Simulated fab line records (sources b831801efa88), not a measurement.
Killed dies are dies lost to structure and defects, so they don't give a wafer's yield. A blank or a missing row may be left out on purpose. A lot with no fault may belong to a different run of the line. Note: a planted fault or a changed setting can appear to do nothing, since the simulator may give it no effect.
Which tool was responsible? + flow sky130 + 7 lots with 21 wafers sampled at 2 steps, on a route of 708 steps

WHAT THE GAUGES SHOWED, per wafer
SKY_VIA1_BOW_MEAS_03.
| lot  | measured     | on            | VIA1_BOW (um) |
|------|--------------|---------------|---------------|
| L889 | day 34 16:53 | film_metro-01 | 75 86 86      |
| L891 | day 34 14:52 | film_metro-03 | 77 87 89      |
| L900 | day 37 06:28 | film_metro-04 | 86 81 84      |
| L903 | day 38 11:19 | film_metro-04 | 81 85 83      |
| L906 | day 39 08:22 | film_metro-04 | 78 87 77      |
| L908 | day 39 22:10 | film_metro-01 | 83 73 84      |

WHICH TOOL RAN EACH LOT (tool, then ch and the chambers of the sampled wafers, then the start)
| lot  | SKY_FIELD_ISO_WET_ETCH_29      |
|------|--------------------------------|
| L889 | wet_bench-01 ch 1, day 3 01:49 |
| L891 | wet_bench-03 ch 2, day 3 13:01 |
| L894 | wet_bench-01 ch 3, day 4 03:29 |
| L900 | wet_bench-01 ch 1, day 5 11:13 |
| L903 | wet_bench-01 ch 3, day 6 04:49 |
| L906 | wet_bench-01 ch 1, day 6 20:53 |
| L908 | wet_bench-01 ch 2, day 7 09:02 |
- SKY_FIELD_ISO_WET_ETCH_29: etches Si3N4 in H3PO4, target depth 160 nm, time 1825 s.

THE ANSWER, worked out from the rows above alone
Rule: the usual values come from the lots themselves. The widest of any qualifying gaps counts: lots, ordered by their means at a reading, are off when they make up no more than a third of the lots, leave a main group of 4 or more, and stand apart from it by 3 or more times the standard deviation of that group's means. If all means in a main group match to the digits the tables above print for the reading, that group is not used. Also off: a lot with no number at a reading for which 4 or more lots have one. The other lots that the step has rows for count as sound.
No lot is off on any of the readings shown, so nothing can be concluded from this.

WHAT WAS PUT IN BY THE SIMULATOR
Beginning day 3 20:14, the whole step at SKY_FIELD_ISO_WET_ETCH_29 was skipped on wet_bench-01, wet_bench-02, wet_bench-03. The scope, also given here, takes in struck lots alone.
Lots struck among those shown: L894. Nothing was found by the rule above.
